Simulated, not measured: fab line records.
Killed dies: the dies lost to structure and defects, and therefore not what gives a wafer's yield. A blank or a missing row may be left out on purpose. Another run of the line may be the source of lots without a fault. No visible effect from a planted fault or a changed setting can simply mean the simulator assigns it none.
Which tool was responsible? || flow gf180mcu || 10 lots with 29 wafers sampled at 5 steps, on a route of 602 steps

## WHAT EACH GAUGE READ, for each wafer
GF_M3_RS_MEAS_05: measurement is done with a four-point probe.
{"lot": "L129", "measured": "day 20 11:14", "on": "film_metro-03", "M3_ALCU_RS (ohm/sq)": "0.0689 0.0696 0.0688"}
{"lot": "L130", "measured": "day 21 00:40", "on": "film_metro-04", "M3_ALCU_RS (ohm/sq)": "0.0697 0.0697 0.0701"}
{"lot": "L133", "measured": "day 22 01:31", "on": "film_metro-02", "M3_ALCU_RS (ohm/sq)": "0.0538 0.0695 0.0697"}
{"lot": "L134", "measured": "day 22 07:47", "on": "film_metro-04", "M3_ALCU_RS (ohm/sq)": "0.0691 0.0695 0.0696"}
{"lot": "L135", "measured": "day 22 16:59", "on": "film_metro-04", "M3_ALCU_RS (ohm/sq)": "0.0535 0.0693"}
{"lot": "L142", "measured": "day 25 03:15", "on": "film_metro-02", "M3_ALCU_RS (ohm/sq)": "0.0696 0.0691 0.0691"}
{"lot": "L144", "measured": "day 25 20:16", "on": "film_metro-03", "M3_ALCU_RS (ohm/sq)": "0.0701 0.0692 0.0693"}
{"lot": "L145", "measured": "day 26 04:56", "on": "film_metro-02", "M3_ALCU_RS (ohm/sq)": "0.0682 0.0694 0.0689"}
{"lot": "L147", "measured": "day 27 03:02", "on": "film_metro-04", "M3_ALCU_RS (ohm/sq)": "0.0699 0.0697 0.0699"}
{"lot": "L150", "measured": "day 28 00:34", "on": "film_metro-03", "M3_ALCU_RS (ohm/sq)": "0.0696 0.0701 0.0704"}

## EACH LOT AND THE TOOL THAT RAN IT (in order: tool; ch and the chambers of the sampled wafers; start)
{"lot": "L129", "GF_V2_ETCH_16": "rie_diel-04 ch 0,2, day 20 09:38", "GF_V2_SPUTTER_21": "pvd_sputter-03, day 20 10:19", "GF_V2_SPUTTER_22": "pvd_sputter-03, day 20 10:23", "GF_M3_SPUTTER_02": "pvd_sputter-01, day 20 11:08"}
{"lot": "L130", "GF_V2_ETCH_16": "rie_diel-04 ch 1,2, day 20 22:44", "GF_V2_SPUTTER_21": "pvd_sputter-04, day 20 23:44", "GF_V2_SPUTTER_22": "pvd_sputter-04, day 20 23:48", "GF_M3_SPUTTER_02": "pvd_sputter-01, day 21 00:35"}
{"lot": "L133", "GF_V2_ETCH_16": "rie_diel-02 ch 0,2, day 21 23:56", "GF_V2_SPUTTER_21": "pvd_sputter-02, day 22 00:36", "GF_V2_SPUTTER_22": "pvd_sputter-02, day 22 00:40", "GF_M3_SPUTTER_02": "pvd_sputter-01, day 22 01:25"}
{"lot": "L134", "GF_V2_ETCH_16": "rie_diel-03 ch 2,3, day 22 06:13", "GF_V2_SPUTTER_21": "pvd_sputter-03, day 22 06:53", "GF_V2_SPUTTER_22": "pvd_sputter-03, day 22 06:56", "GF_M3_SPUTTER_02": "pvd_sputter-04, day 22 07:42"}
{"lot": "L135", "GF_V2_ETCH_16": "rie_diel-04 ch 2, day 22 15:25", "GF_V2_SPUTTER_21": "pvd_sputter-04, day 22 16:05", "GF_V2_SPUTTER_22": "pvd_sputter-04, day 22 16:08", "GF_M3_SPUTTER_02": "pvd_sputter-01, day 22 16:54"}
{"lot": "L142", "GF_V2_ETCH_16": "rie_diel-02 ch 0,1,2, day 25 01:38", "GF_V2_SPUTTER_21": "pvd_sputter-03, day 25 02:20", "GF_V2_SPUTTER_22": "pvd_sputter-03, day 25 02:23", "GF_M3_SPUTTER_02": "pvd_sputter-04, day 25 03:10"}
{"lot": "L144", "GF_V2_ETCH_16": "rie_diel-02 ch 0,2,3, day 25 18:20", "GF_V2_SPUTTER_21": "pvd_sputter-02, day 25 19:20", "GF_V2_SPUTTER_22": "pvd_sputter-02, day 25 19:25", "GF_M3_SPUTTER_02": "pvd_sputter-01, day 25 20:10"}
{"lot": "L145", "GF_V2_ETCH_16": "rie_diel-03 ch 0,1,2, day 26 03:16", "GF_V2_SPUTTER_21": "pvd_sputter-03, day 26 04:01", "GF_V2_SPUTTER_22": "pvd_sputter-03, day 26 04:05", "GF_M3_SPUTTER_02": "pvd_sputter-04, day 26 04:50"}
{"lot": "L147", "GF_V2_ETCH_16": "rie_diel-02 ch 0,3, day 27 01:07", "GF_V2_SPUTTER_21": "pvd_sputter-02, day 27 02:07", "GF_V2_SPUTTER_22": "pvd_sputter-02, day 27 02:11", "GF_M3_SPUTTER_02": "pvd_sputter-01, day 27 02:56"}
{"lot": "L150", "GF_V2_ETCH_16": "rie_diel-02 ch 0,1, day 27 22:58", "GF_V2_SPUTTER_21": "pvd_sputter-02, day 27 23:38", "GF_V2_SPUTTER_22": "pvd_sputter-02, day 27 23:41", "GF_M3_SPUTTER_02": "pvd_sputter-01, day 28 00:27"}
- GF_V2_ETCH_16: etches BARC in N2/H2.
- GF_V2_SPUTTER_21: material Ti, target thk 15 nm, time 80.02 s.
- GF_V2_SPUTTER_22: material TiN, target thk 10 nm, time 40 s.
- GF_M3_SPUTTER_02: material AlCu, target thk 450 nm, time 23.9 s.

## THE ANSWER, worked out from the rows above alone
Rule: usual is defined by the lots themselves. Put in order of their means at a reading, lots are off if they are a third of the lots or fewer, leave a main group of 4 or more, and stand apart from it by a gap of 3 or more times the standard deviation of the main group's means; of several such gaps the widest counts. If all means in a main group match to the digits the tables above print for the reading, that group is not used. Also off: a lot with no number at a reading for which 4 or more lots have one. The other lots that the step has rows for count as sound.
Off: L133, L135, at GF_M3_RS_MEAS_05 (M3_ALCU_RS). The main group: mean 0.0695 ohm/sq, standard deviation 0.00038.
A tool fits if, at a process step before that reading, it ran every lot that is off, and no sound lot after the first of them. Gauges at GF_M3_RS_MEAS_05: tried the same way as those tools. Of those tried, none fits.

## WHAT THE SIMULATOR PUT IN
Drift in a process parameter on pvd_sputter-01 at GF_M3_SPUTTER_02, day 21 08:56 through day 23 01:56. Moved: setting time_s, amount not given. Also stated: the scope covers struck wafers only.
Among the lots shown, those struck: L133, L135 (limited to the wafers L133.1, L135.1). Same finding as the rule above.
